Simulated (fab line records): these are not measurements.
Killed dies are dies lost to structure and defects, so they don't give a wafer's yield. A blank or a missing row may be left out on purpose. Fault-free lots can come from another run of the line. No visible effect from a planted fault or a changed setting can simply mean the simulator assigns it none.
Chamber matching + flow sky130 + hdpcvd-01 running SKY_VIA1_HDPCVD_00: 3 sister chambers
The step deposits SiO2, target thk 1030 nm, time 171.7 s. 14 wafers are shown with their chamber, then 7 later ones without.

== WAFERS PAIRED WITH THEIR CHAMBERS ==
| wafer  | chamber | runLengthS (s) | sih4FlowSccm (sccm) | susceptorTempC (C) |
|--------|---------|----------------|---------------------|--------------------|
| L531.1 | 2       | 200.3          | 59.72               | 400.24             |
| L531.5 | 0       | 200.1          | 59.81               | 399.93             |
| L531.6 | 1       | 199.3          | 59.55               | 400.08             |
| L532.3 | 2       | 200.3          | 60.00               | 400.34             |
| L532.4 | 1       | 199.2          | 59.88               | 399.72             |
| L532.5 | 0       | 199.8          | 60.16               | 399.89             |
| L533.1 | 2       | 200.6          | 60.44               | 400.02             |
| L533.3 | 0       | 200.0          | 60.02               | 399.95             |
| L533.6 | 2       | 201.3          | 60.34               | 399.94             |
| L536.1 | 1       | 199.5          | 59.83               | 399.89             |
| L536.3 | 0       | 199.7          | 59.90               | 400.04             |
| L536.6 | 0       | 199.8          | 59.91               | 400.15             |
| L539.1 | 2       | 200.5          | 59.91               | 399.77             |
| L539.5 | 2       | 200.5          | 59.68               | 400.00             |

SIGNATURES, as means of the wafers listed above
| reading        | chamber 0 | chamber 1 | chamber 2 | scatter within a chamber |
|----------------|-----------|-----------|-----------|--------------------------|
| runLengthS     | 199.880   | 199.333   | 200.583   | 0.277                    |
| sih4FlowSccm   | 59.9600   | 59.7533   | 60.0150   | 0.24                     |
| susceptorTempC | 399.9920  | 399.8967  | 400.0517  | 0.171                    |
Rule: distance of a wafer from a chamber = root of the sum over the readings of ((wafer's reading minus chamber's mean) / reading's scatter) squared. The wafer belongs to the nearest chamber; if the next one is less than 2 further off, it can't be placed. The scatter is the square root of a quotient: the sum, over the shown wafers, of each reading's squared deviation from its chamber's mean, divided by wafers minus chambers.

== WAFERS WITHOUT THEIR CHAMBER ==
| wafer  | runLengthS (s) | sih4FlowSccm (sccm) | susceptorTempC (C) |
|--------|----------------|---------------------|--------------------|
| L539.6 | 199.6          | 60.05               | 399.83             |
| L538.3 | 201.1          | 60.03               | 400.04             |
| L538.4 | 199.3          | 60.20               | 400.07             |
| L538.5 | 201.4          | 60.33               | 399.89             |
| L553.1 | 199.3          | 59.67               | 400.12             |
| L553.4 | 199.9          | 59.92               | 400.13             |
| L553.6 | 200.4          | 60.04               | 399.62             |

== CHAMBER TAKEN BY EACH ==
| wafer  | from the rows above          | in truth |
|--------|------------------------------|----------|
| L539.6 | can't be placed: 0 or 1      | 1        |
| L538.3 | 2                            | 2        |
| L538.4 | can't be placed: 1 or 0      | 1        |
| L538.5 | 2                            | 2        |
| L553.1 | can't be placed: 1 or 0      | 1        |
| L553.4 | can't be placed: 0 or 2 or 1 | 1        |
| L553.6 | can't be placed: 2 or 0 or 1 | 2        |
Placed correctly: 2 of 7. Can't be placed from these rows: 5 (the true chamber is among the candidates in 5). Number placed wrongly: 0.
